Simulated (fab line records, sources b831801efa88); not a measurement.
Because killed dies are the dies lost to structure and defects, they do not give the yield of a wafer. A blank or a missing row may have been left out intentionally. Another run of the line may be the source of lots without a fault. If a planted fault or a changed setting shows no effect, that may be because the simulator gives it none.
fab line records | flow sky130
record: lots: 6 wafers: 18 last-day: 50
route steps=708 shown VT_ADJUST_NCORE@128 VT_ADJUST_HVTR@131 VT_ADJUST_PCH@143 PAD_OPEN@708
lots untouched by any fault: they come from a run of this same line in which no faults occurred
start-h: hours from the record's first day to the start of the lot's first wafer shown | wait-h: how many hours have passed since the lot's step before this one | " identical to the entry in the row above | L1.1+2: a row that stands for several wafers | - no value, or no start given | * or withheld: withheld | < > ~ a bound
route shown NAME@n: NAME is a module with steps in the file, n the number in the route of the first one | usual: average and standard deviation across the fault-free wafers | same: alike in all rows | chamber/n: place in a boat | sites: readings site by site | _std_site: the values' standard deviation | _edge_site: outer sites' mean less inner sites' | radius-mm: for every site, how far away it sits from the centre of the wafer | mask NAME#n: copy n | behind: the most recent tool/chamber to have shaped the wafer | hold: why the lot went on hold/how many hours it stayed there/how the hold came to an end | device: whichever transistor did not switch (one of n, p or np) | end of line: tests of these same wafers at the route's end | step lacking rows: just its recipe | killed: the dies lost at the first sort to structure and to defects; this is not the yield of the wafer | map: per-die view of a wafer (x killed, . not killed, _ where there is no die)
set.NAME: the setting as run; set.NAME@STEP: as run at that earlier step | model.NAME: the simulator's own value behind a step, which no gauge read
lots at selected steps of the route; one table per step, one row per wafer
services: the hour from which a tool's chamber was out of use, counted from the record's first day as start-h (under 0 if before that day), plus the number of hours and why
== steps ==
step: SKY_VT_ADJUST_NCORE_IMPLANT_09
recipe: species: B energy-kev: 10 dose-cm2: 2.4e+12 tilt-deg: withheld
step: SKY_VT_ADJUST_NCORE_STRIP_10
recipe: chemistry: O2/N2 power-w: 1400 pressure-mtorr: 1500 platen-temp-c: withheld o2-flow-sccm: 3000 n2-flow-sccm: 300 overash-fraction: 0.5
usual: chamber-pressure-mTorr: 1500.0/1.3 drypump-motor-current-A: 5.8/0.56 oes-product-au: 0.715/0.0047 strip-time-to-endpoint-s: 14.18/0.043
same: overash-fraction: 0.5
columns lot.wafer tool chamber start-h wait-h chamber-pressure-mTorr drypump-motor-current-A oes-product-au rf-hours-counter-h strip-time-to-endpoint-s
L644.2 plasma-asher-04 1 231.44 0.1 1501.3 6.5 0.717 11 14.18
L644.3 " 1 " " 1499.0 6.5 0.711 - 14.21
L644.5 " 0 " " 1502.9 6.0 0.712 - 14.19
L646.1 plasma-asher-01 1 237.66 0.1 1503.5 5.3 0.715 42 14.19
L646.3 " 1 " " 1498.8 5.2 0.712 - 14.20
L646.6 " 1 " " 1500.0 5.3 0.711 - 14.17
L656.3 plasma-asher-03 0 314.32 0.1 1497.5 4.7 0.718 - 14.21
L656.5 " 1 " " 1499.0 5.9 0.702 - 14.22
L656.6 " 0 " " 1501.1 4.7 0.718 - 14.24
L657.1 plasma-asher-04 1 318.23 0.1 1498.9 6.5 0.711 20 14.13
L657.2 " 0 " " 1499.8 6.0 0.720 20 14.14
L657.5 " 0 " " 1499.4 6.1 0.718 - 14.15
L658.2 plasma-asher-04 0 324.49 0.1 1500.9 6.0 0.714 21 14.14
L658.3 " 1 " " 1501.4 6.5 0.714 - 14.12
L658.6 " 1 " " 1499.4 6.5 0.706 - 14.14
L661.2 plasma-asher-04 1 344.25 0.1 1500.7 6.5 0.711 23 14.20
L661.3 " 1 " " 1500.7 6.5 0.714 - 14.22
L661.5 " 1 " " 1499.6 6.4 0.716 - 14.18
step: SKY_VT_ADJUST_NCORE_TW_MEAS_11
usual: VT_ADJUST_NCORE_TW: 217.7/2.5
columns lot.wafer tool chamber start-h wait-h VT_ADJUST_NCORE_TW
L644.2 film-metro-03 - 231.55 0.1 213.8
L644.3 " - " " 213.5
L644.5 " - " " 214.9
L646.1 film-metro-02 - 237.76 0.1 220.0
L646.3 " - " " 221.7
L646.6 " - " " 220.8
L656.3 film-metro-04 - 314.41 0.1 216.3
L656.5 " - " " 216.3
L656.6 " - " " 216.7
L657.1 film-metro-04 - 318.33 0.1 218.4
L657.2 " - " " 217.4
L657.5 " - " " 216.3
L658.2 film-metro-03 - 324.60 0.1 216.7
L658.3 " - " " 214.7
L658.6 " - " " 215.7
L661.2 film-metro-02 - 344.36 0.1 221.5
L661.3 " - " " 223.0
L661.5 " - " " 222.2
step: SKY_VT_ADJUST_HVTR_DEHYDRATE_00
recipe: temp-c: 200 time-s: 60
step: SKY_VT_ADJUST_HVTR_HMDS_01
recipe: prime-time-s: 60 prime-temp-c: 120
step: SKY_VT_ADJUST_HVTR_COAT_02
recipe: resist: NOVOLAK spin-rpm: 3000 resist-thk-nm: 1140
step: SKY_VT_ADJUST_HVTR_SOFTBAKE_03
recipe: temp-c: 90 time-s: 60 resist: NOVOLAK
step: SKY_VT_ADJUST_HVTR_EXPOSE_04
recipe: mask-id: HVTRM target-cd-nm: 380 na: 0.6 source-shape: conventional sigma-outer: 0.6 dose-mj: 150
step: SKY_VT_ADJUST_HVTR_PEB_05
recipe: temp-c: withheld time-s: * resist: NOVOLAK
step: SKY_VT_ADJUST_HVTR_DEVELOP_06
recipe: develop-time-s: 60 dev-temp-c: 23
step: SKY_VT_ADJUST_HVTR_CD_MEAS_07
recipe: target-cd-nm: 380
usual: cd-nm: 380.0/2.8
columns lot.wafer tool chamber start-h wait-h cd-nm
L644.2 cd-sem-02 - 253.85 0.1 378.6
L644.3 " - " " 381.2
L644.5 " - " " 381.3
L646.1 cd-sem-02 - 260.13 0.1 380.0
L646.3 " - " " 379.7
L646.6 " - " " 382.3
L656.3 cd-sem-01 - 339.22 0.1 381.7
L656.5 " - " " 382.8
L656.6 " - " " 379.7
L657.1 cd-sem-02 - 343.58 0.1 380.0
L657.2 " - " " 384.3
L657.5 " - " " 381.9
L658.2 cd-sem-02 - 351.12 0.1 377.9
L658.3 " - " " 380.4
L658.6 " - " " 380.3
L661.2 cd-sem-01 - 372.47 0.1 379.6
L661.3 " - " " 382.8
L661.5 " - " " 381.0
step: SKY_VT_ADJUST_HVTR_OVL_MEAS_08
usual: VT_ADJUST_HVTR_OVL: 0.6/1.6
columns lot.wafer tool chamber start-h wait-h VT_ADJUST_HVTR_OVL[nm]
L644.2 overlay-02 - 253.95 0.1 1.4
L644.3 " - " " 2.5
L644.5 " - " " 2.4
L646.1 overlay-01 - 260.25 0.1 -1.4
L646.3 " - " " 0.8
L646.6 " - " " -0.5
L656.3 overlay-02 - 339.31 0.1 -1.2
L656.5 " - " " 1.3
L656.6 " - " " -0.4
L657.1 overlay-02 - 343.70 0.1 -2.7
L657.2 " - " " -0.5
L657.5 " - " " -0.7
L658.2 overlay-02 - 351.22 0.1 2.4
L658.3 " - " " 1.3
L658.6 " - " " 2.2
L661.2 overlay-02 - 372.57 0.1 0.5
L661.3 " - " " 0.7
L661.5 " - " " -0.4
step: SKY_VT_ADJUST_HVTR_IMPLANT_09
recipe: species: B energy-kev: 10 dose-cm2: 2.1e+12 tilt-deg: withheld
usual: beam-energy-keV: 10.000/0.0034 beam-on-s: 9.98/0.2 faraday-current-uA: 11.86/0.24
columns lot.wafer tool chamber start-h wait-h beam-energy-keV beam-on-s faraday-current-uA
L644.2 implanter-01 0 254.01 0.0 10.005 10.21 11.61
L644.3 " 0 " " 10.001 10.06 11.80
L644.5 " 0 " " 10.001 10.04 11.87
L646.1 implanter-01 0 260.29 0.0 10.003 10.24 11.58
L646.3 " 0 " " 9.999 9.77 12.11
L646.6 " 0 " " 10.007 9.88 11.95
L656.3 implanter-01 0 339.44 0.1 10.005 8.33 14.21
L656.5 " 0 " " 9.996 8.19 14.40
L656.6 " 0 " " 10.003 8.51 13.89
L657.1 implanter-01 0 343.74 0.0 9.995 8.53 13.80
L657.2 " 0 " " 10.001 8.16 14.49
L657.5 " 0 " " 9.996 8.29 14.29
L658.2 implanter-03 0 351.28 0.0 10.000 9.87 11.91
L658.3 " 0 " " 10.000 10.03 11.75
L658.6 " 0 " " 9.997 9.86 12.04
L661.2 implanter-02 0 372.63 0.0 10.000 9.92 11.94
L661.3 " 0 " " 9.997 10.05 11.80
L661.5 " 0 " " 9.998 9.94 11.94
step: SKY_VT_ADJUST_HVTR_STRIP_10
recipe: chemistry: O2/N2 power-w: 1400 pressure-mtorr: 1500 platen-temp-c: withheld o2-flow-sccm: 3000 n2-flow-sccm: 300 overash-fraction: 0.5
usual: chamber-pressure-mTorr: 1500.1/1.4 drypump-motor-current-A: 5.7/0.6 oes-product-au: 0.715/0.0045 strip-time-to-endpoint-s: 14.19/0.038
same: overash-fraction: 0.5
columns lot.wafer tool chamber start-h wait-h chamber-pressure-mTorr drypump-motor-current-A oes-product-au rf-hours-counter-h strip-time-to-endpoint-s
L644.2 plasma-asher-03 1 254.13 0.1 1500.4 5.9 0.718 60 14.18
L644.3 " 0 " " 1498.9 4.7 0.720 - 14.15
L644.5 " 0 " " 1500.4 4.7 0.714 - 14.16
L646.1 plasma-asher-03 1 260.44 0.1 1497.8 5.9 0.723 60 14.18
L646.3 " 1 " " 1500.5 5.9 0.720 - 14.21
L646.6 " 0 " " 1502.3 4.7 0.710 - 14.18
L656.3 plasma-asher-04 0 339.67 0.2 1497.5 6.0 0.723 - 14.20
L656.5 " 0 " " 1500.0 6.0 0.711 - 14.20
L656.6 " 1 " " 1499.2 6.5 0.714 - 14.27
L657.1 plasma-asher-04 1 344.04 0.2 1499.5 6.5 0.714 23 14.16
L657.2 " 0 " " 1500.5 6.0 0.721 23 14.16
L657.5 " 1 " " 1498.7 6.5 0.715 - 14.18
L658.2 plasma-asher-02 0 351.40 0.1 1501.9 5.6 0.716 72 14.18
L658.3 " 0 " " 1498.6 5.6 0.714 - 14.18
L658.6 " 0 " " 1498.4 5.7 0.711 - 14.17
L661.2 plasma-asher-04 1 372.75 0.1 1499.4 6.5 0.708 25 14.29
L661.3 " 0 " " 1500.2 6.0 0.718 - 14.24
L661.5 " 1 " " 1497.2 6.5 0.717 - 14.26
step: SKY_VT_ADJUST_HVTR_TW_MEAS_11
usual: VT_ADJUST_HVTR_TW: 209.4/2.6
columns lot.wafer tool chamber start-h wait-h VT_ADJUST_HVTR_TW
L644.2 film-metro-01 - 254.24 0.1 206.1
L644.3 " - " " 207.3
L644.5 " - " " 205.6
L646.1 film-metro-01 - 260.54 0.1 206.4
L646.3 " - " " 207.5
L646.6 " - " " 207.2
L656.3 film-metro-01 - 339.76 0.1 196.6
L656.5 " - " " 196.1
L656.6 " - " " 196.8
L657.1 film-metro-01 - 344.14 0.1 197.3
L657.2 " - " " 197.4
L657.5 " - " " 196.6
L658.2 film-metro-02 - 351.51 0.1 214.1
L658.3 " - " " 212.2
L658.6 " - " " 213.8
L661.2 film-metro-04 - 372.86 0.1 208.3
L661.3 " - " " 207.6
L661.5 " - " " 207.6
step: SKY_VT_ADJUST_PCH_DEHYDRATE_00
recipe: temp-c: 200 time-s: 60
step: SKY_PAD_OPEN_PROBE_99
usual: killed_at_M0_to_M3: 43/6.5 killed_at_M4_up: 3.3/2 killed-at-contacts: 24/5.2 killed-at-front-end: 16/4.2 killed-at-other: 0.3/0.6 killed-dies: 87/9.3 killed-open: 47/7.8 killed-short: 39/6.2
same: gross-dies: 492 killed-at-back-side: 0
columns lot.wafer tool chamber start-h wait-h killed_at_M0_to_M3 killed_at_M4_up killed-at-contacts killed-at-front-end killed-at-other killed-dies killed-open killed-short model.etest.pfet_01v8_mvt.off-log10-a-um model.etest.pfet_01v8_mvt.vt-sat-v model.etest.pfet_01v8_mvt.vt-v model.etest.pfet_01v8_mvt.vt-long-v
L644.2 prober-02 - 1111.60 0.1 32 4 29 13 0 78 49 29 -10.33 -0.543 -0.6306 -0.8344
L644.3 prober-02 - 1111.65 0.2 37 2 34 19 0 92 47 45 -10.41 -0.5604 -0.6423 -0.845
L644.5 prober-02 - 1111.75 0.2 38 6 31 14 1 90 53 37 -10.29 -0.539 -0.6293 -0.8345
L646.1 prober-01 - 1121.34 0.1 42 6 25 17 1 91 47 44 -10.5 -0.5685 -0.6625 -0.869
L646.3 prober-01 - 1121.44 0.2 47 2 26 10 1 86 46 40 -10.97 -0.5865 -0.6761 -0.8727
L646.6 prober-01 - 1121.59 0.2 38 0 35 20 0 93 57 36 -10.77 -0.581 -0.6662 -0.8664
L656.3 prober-01 - 1177.97 0.2 48 6 30 17 0 101 60 40 -11.06 -0.5998 -0.6797 -0.8785
L656.5 prober-01 - 1178.07 0.2 40 4 32 14 1 91 58 33 -11.05 -0.5981 -0.6791 -0.877
L656.6 prober-01 - 1178.12 0.2 46 1 34 9 0 90 44 46 -10.96 -0.6 -0.6768 -0.8796
L657.1 prober-02 - 1180.40 0.1 45 2 21 13 0 81 43 36 -11.19 -0.6104 -0.6843 -0.8857
L657.2 prober-02 - 1180.45 0.1 47 4 32 15 2 100 51 46 -11.05 -0.5946 -0.6778 -0.8848
L657.5 prober-02 - 1180.60 0.2 33 7 24 15 0 79 39 40 -11.34 -0.6191 -0.693 -0.8891
L658.2 prober-01 - 1181.60 0.1 42 4 21 19 0 86 53 33 -10.56 -0.554 -0.6426 -0.8512
L658.3 prober-01 - 1181.65 0.2 40 5 29 14 0 88 38 49 -10.68 -0.5722 -0.6617 -0.8647
L658.6 prober-01 - 1181.80 0.2 43 4 25 17 0 89 45 43 -10.61 -0.5675 -0.6527 -0.857
L661.2 prober-02 - 1193.14 0.1 41 2 36 18 0 97 57 40 -10.52 -0.5628 -0.6464 -0.855
L661.3 prober-02 - 1193.19 0.2 45 4 17 20 0 86 47 39 -10.71 -0.5656 -0.6532 -0.8613
L661.5 prober-02 - 1193.29 0.2 48 2 25 15 0 90 55 35 -10.72 -0.5619 -0.6481 -0.856
killed by level:class
L644.2 CONTACT:geometric-particle:open=16 VIA1:geometric-particle:open=12 LI_CONTACT:geometric-particle:open=7 FIELD_ISO:geometric-particle:open=6 METAL2:geometric-particle:short=6 METAL4:geometric-particle:short=4 VIA2:geometric-particle:open=4 LOCAL_INTERCONNECT:geometric-particle:short=3
L644.3 VIA2:geometric-particle:open=11 CONTACT:geometric-particle:short=10 CONTACT:geometric-particle:open=9 METAL1:geometric-particle:short=8 FIELD_ISO:geometric-particle:short=7 LI_CONTACT:geometric-particle:open=7 FIELD_ISO:geometric-particle:open=4 POLY_GATE:geometric-particle:open=4
L644.5 CONTACT:geometric-particle:open=12 CONTACT:geometric-particle:short=10 VIA2:geometric-particle:open=8 VIA1:geometric-particle:open=7 LI_CONTACT:geometric-particle:open=6 FIELD_ISO:geometric-particle:short=5 METAL3:geometric-particle:short=5 FIELD_ISO:geometric-particle:open=4
L646.1 LI_CONTACT:geometric-particle:open=8 CONTACT:geometric-particle:open=7 VIA1:geometric-particle:open=6 METAL2:geometric-particle:short=6 CONTACT:geometric-particle:short=5 VIA3:geometric-particle:open=5 VIA2:geometric-particle:short=5 VIA2:geometric-particle:open=5
L646.3 VIA1:geometric-particle:open=13 VIA2:geometric-particle:open=7 CONTACT:geometric-particle:short=6 LI_CONTACT:geometric-particle:open=6 VIA3:geometric-particle:open=6 LOCAL_INTERCONNECT:geometric-particle:short=5 CONTACT:geometric-particle:open=5 METAL1:geometric-particle:short=5
L646.6 CONTACT:geometric-particle:open=17 VIA2:geometric-particle:open=12 METAL1:geometric-particle:short=9 LI_CONTACT:geometric-particle:open=8 FIELD_ISO:geometric-particle:open=6 FIELD_ISO:geometric-particle:short=5 SPACER:geometric-particle:short=5 CONTACT:geometric-particle:short=5
L656.3 VIA1:geometric-particle:open=15 LI_CONTACT:geometric-particle:open=12 CONTACT:geometric-particle:open=10 METAL1:geometric-particle:short=7 VIA3:geometric-particle:open=6 FIELD_ISO:geometric-particle:open=5 FIELD_ISO:geometric-particle:short=5 LOCAL_INTERCONNECT:geometric-particle:short=5
L656.5 CONTACT:geometric-particle:open=20 VIA1:geometric-particle:open=12 POLY_GATE:geometric-particle:short=6 VIA3:geometric-particle:open=6 LI_CONTACT:geometric-particle:open=5 METAL3:geometric-particle:short=5 METAL3:geometric-particle:open=4 VIA2:geometric-particle:open=4
L656.6 CONTACT:geometric-particle:open=12 LI_CONTACT:geometric-particle:open=9 METAL2:geometric-particle:short=8 VIA1:geometric-particle:open=8 CONTACT:geometric-particle:short=7 VIA1:geometric-particle:short=6 VIA3:geometric-particle:open=6 LOCAL_INTERCONNECT:geometric-particle:short=5
L657.1 VIA1:geometric-particle:open=7 LI_CONTACT:geometric-particle:open=7 VIA3:geometric-particle:open=7 METAL2:geometric-particle:short=6 CONTACT:geometric-particle:open=5 METAL1:geometric-particle:short=5 VIA1:geometric-particle:short=5 FIELD_ISO:geometric-particle:open=4
L657.2 VIA1:geometric-particle:open=11 LI_CONTACT:geometric-particle:open=9 CONTACT:geometric-particle:open=9 VIA3:geometric-particle:open=7 CONTACT:geometric-particle:short=6 METAL1:geometric-particle:short=6 LOCAL_INTERCONNECT:geometric-particle:short=5 VIA2:geometric-particle:open=4
L657.5 VIA1:geometric-particle:open=8 VIA3:geometric-particle:open=7 LI_CONTACT:geometric-particle:open=6 CONTACT:geometric-particle:open=6 METAL1:geometric-particle:short=6 METAL4:geometric-particle:short=6 LOCAL_INTERCONNECT:geometric-particle:short=5 FIELD_ISO:geometric-particle:short=4
L658.2 VIA1:geometric-particle:open=14 VIA2:geometric-particle:open=8 METAL1:geometric-particle:short=6 LI_CONTACT:geometric-particle:open=6 CONTACT:geometric-particle:open=6 POLY_GATE:geometric-particle:short=5 CONTACT:geometric-particle:short=5 VIA3:geometric-particle:open=5
L658.3 VIA1:geometric-particle:open=12 LOCAL_INTERCONNECT:geometric-particle:short=10 CONTACT:geometric-particle:open=8 METAL1:geometric-particle:short=7 METAL2:geometric-particle:short=7 FIELD_ISO:geometric-particle:short=6 LI_CONTACT:geometric-particle:open=5 METAL4:geometric-particle:short=5
L658.6 FIELD_ISO:geometric-particle:open=7 LI_CONTACT:geometric-particle:open=7 FIELD_ISO:geometric-particle:short=6 CONTACT:geometric-particle:open=6 VIA3:geometric-particle:open=6 VIA1:geometric-particle:open=6 METAL1:geometric-particle:short=5 VIA1:geometric-particle:short=5
L661.2 LI_CONTACT:geometric-particle:open=13 CONTACT:geometric-particle:open=12 LOCAL_INTERCONNECT:geometric-particle:short=7 METAL1:geometric-particle:short=7 FIELD_ISO:geometric-particle:open=6 METAL2:geometric-particle:open=5 VIA3:geometric-particle:open=5 FIELD_ISO:geometric-particle:short=4
L661.3 VIA1:geometric-particle:open=9 CONTACT:geometric-particle:open=7 VIA1:geometric-particle:short=7 VIA2:geometric-particle:open=6 VIA3:geometric-particle:open=6 FIELD_ISO:geometric-particle:short=5 FIELD_ISO:geometric-particle:open=5 POLY_GATE:geometric-particle:open=5
L661.5 CONTACT:geometric-particle:open=12 VIA3:geometric-particle:open=9 VIA1:geometric-particle:open=8 FIELD_ISO:geometric-particle:open=6 LI_CONTACT:geometric-particle:open=6 VIA1:geometric-particle:short=6 VIA2:geometric-particle:open=6 METAL1:geometric-particle:short=5
== services ==
columns tool chamber start-h hours kind
plasma-asher-01 - 221.84 5.4 repair
implanter-02 - 230.42 0.7 repair
implanter-03 - 248.83 6.2 repair
implanter-02 - 263.12 2.7 pm
implanter-01 - 284.41 6.4 pm
plasma-asher-01 - 292.93 46.3 repair
implanter-02 - 313.90 2.5 repair
plasma-asher-02 - 318.86 2.8 repair
plasma-asher-04 - 320.73 2.9 repair
implanter-02 - 335.28 4.2 repair
implanter-02 - 343.05 2.6 repair
implanter-02 - 348.32 3.9 pm
plasma-asher-04 - 350.92 3.7 repair
implanter-03 - 370.04 4.6 pm
== key ==
first-sign: step: SKY_VT_ADJUST_HVTR_IMPLANT_09 reading: faraday-current-uA direction: up sigmas: 9.8 usual: 11.86 struck: 14.18
effect: step: SKY_VT_ADJUST_HVTR_IMPLANT_09 reading: beam-on-s direction: down sigmas: 8.3 usual: 9.98 struck: 8.34
effect: step: SKY_VT_ADJUST_HVTR_TW_MEAS_11 reading: VT_ADJUST_HVTR_TW direction: down sigmas: 4.8 usual: 209.4 struck: 196.8
model-effect: step: SKY_PAD_OPEN_PROBE_99 value: etest.pfet_01v8_mvt.off-log10-a-um without: -10.46 struck: -11.11
met-at SKY_VT_ADJUST_HVTR_IMPLANT_09
struck-wafers L656.3,L656.5,L656.6,L657.1,L657.2,L657.5
tester-left-out L656,L657
onset-between 260.29 339.44
fault: kind: process-parameter-drift tool: implanter-01 chamber: - onset-h: 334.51 steps: SKY_VT_ADJUST_HVTR_IMPLANT_09 channel: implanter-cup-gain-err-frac offset: 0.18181 shape: step end-h: 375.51
tester-left-out: of these lots the tester's yield and bins aren't shown, on N5 and GAA mostly nor the transistor test; their killed dies are dies lost to structure and defects alone, not to doping, threshold or leakage, so they don't give the yield
